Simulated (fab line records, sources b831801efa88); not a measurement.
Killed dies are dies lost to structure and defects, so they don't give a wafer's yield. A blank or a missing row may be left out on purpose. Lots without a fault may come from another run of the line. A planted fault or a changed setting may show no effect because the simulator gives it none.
Split-lot experiment | flow gf180mcu | 5 lots, 23 wafers read, on a route of 602 steps

THE SPLIT
At GF_V4_PEB_12 (peb time 90 s), the setting peb_temp_c was moved away from the recipe's 135 C on 6 of the 23 wafers read, by -1.6% to +1.3%. The other wafers ran this setting at the recipe's value.

FROM THE SPLIT TO THE READING: what the file shows between them, 1 step
- GF_V4_DEVELOP_13: develop time 60 s

THE READING
cd_nm, in nm, at GF_V4_CD_MEAS_14 (target cd 260 nm). Fault-free wafers of this fab line usually give 259.6 nm, standard deviation 1.3 nm.

wafer  | tool, chamber at the split | peb_temp_c as run, C | against the recipe | cd_nm, nm | against lot-mates on the recipe
L075.1 | litho_track-01, 0          | 136.7                | +1.3%              | 262.5     | +4.3
L075.2 | litho_track-01, 0          | 136.7                | +1.3%              | 262.4     | +4.2
L075.4 | litho_track-01, 0          | 135                  | recipe             | 258.7     | -
L075.5 | litho_track-01, 0          | 136.7                | +1.3%              | 262.8     | +4.6
L075.6 | litho_track-01, 0          | 135                  | recipe             | 257.7     | -
L078.2 | litho_track-03, 0          | 135                  | recipe             | 259.8     | -
L078.4 | litho_track-03, 0          | 135                  | recipe             | 259.7     | -
L078.6 | litho_track-03, 0          | 135                  | recipe             | 259.1     | -
L077.1 | litho_track-03, 0          | 135                  | recipe             | 261.2     | -
L077.2 | litho_track-03, 0          | 135                  | recipe             | 260.5     | -
L077.3 | litho_track-03, 0          | 135                  | recipe             | 261.5     | -
L077.4 | litho_track-03, 0          | 135                  | recipe             | 261.1     | -
L077.6 | litho_track-03, 0          | 135                  | recipe             | 262.4     | -
L081.2 | litho_track-03, 0          | 135                  | recipe             | 258.3     | -
L081.3 | litho_track-03, 0          | 135                  | recipe             | 258.5     | -
L081.4 | litho_track-03, 0          | 135                  | recipe             | 258.5     | -
L081.5 | litho_track-03, 0          | 135                  | recipe             | 257.8     | -
L081.6 | litho_track-03, 0          | 135                  | recipe             | 258.5     | -
L082.1 | litho_track-02, 0          | 135                  | recipe             | 261.0     | -
L082.2 | litho_track-02, 0          | 135                  | recipe             | 260.5     | -
L082.3 | litho_track-02, 0          | 132.9                | -1.6%              | 253.5     | -7.2
L082.5 | litho_track-02, 0          | 132.9                | -1.6%              | 253.1     | -7.7
L082.6 | litho_track-02, 0          | 132.9                | -1.6%              | 254.3     | -6.4

THE FIT
A straight line over all 23 wafers: cd_nm changes by +3.24 nm for each +1% of peb_temp_c; r = +0.87; the points scatter about the line by 1.4 nm.
The same after taking each lot's own level away (the mean of its wafers on the recipe; 23 wafers): +4.12 nm for each +1%; r = +0.98; scatter 0.56 nm.
On that fit, the largest move of peb_temp_c shifts the reading by 6.4 nm.
The lots' own levels span 258.20 to 261.34 nm, that is 2.4 times the standard deviation above.
So the lot-to-lot level changes the slope: the two fits differ.
Check: with one of the wafers moved furthest among these (-1.6%) left out of the fit, the line predicts -6.41 nm for it against its lot-mates. It came out at -7.25 nm against them.

OTHER SPLITS ON THESE WAFERS
These wafers also went through other splits before the reading. Each is held against what the fit with the lots' levels taken away leaves over:
other split on the same wafers       | wafers away from the commonest value | r with cd_nm (lot level and that fit taken away)
GF_V2_SPUTTER_21 chamber_pressure_pa | 18                                   | +0.17
GF_M3_SPUTTER_02 time_s              | 8                                    | +0.08
GF_M3_SOFTBAKE_10 time_s             | 6                                    | +0.29
GF_V4_CVD_00 sih4_flow_sccm          | 6                                    | +0.00

THE WHOLE CHAIN: every reading that the file lists as answering this split, in the file's order
step             | what it does                                                 | reading                                                   | change (the file's fit)              | r (the file's)
GF_V4_CD_MEAS_14 | target cd 260 nm                                             | cd_nm                                                     | +4.15 nm for each +1% of the setting | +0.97
GF_V4_ETCH_16    | etches BARC in N2/H2                                         | V4.cd_nm (the simulator's own value, which no gauge read) | +3.7 nm for each +1% of the setting  | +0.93
GF_V4_ETCH_17    | etches SiO2 in C4F8/O2/Ar, stops on TiN, target depth 630 nm | V4.cd_nm (the simulator's own value, which no gauge read) | +3.94 nm for each +1% of the setting | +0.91

THE FILE'S OWN FIT
cd_nm changes by +4.15 nm for each +1% of peb_temp_c, r = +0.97.
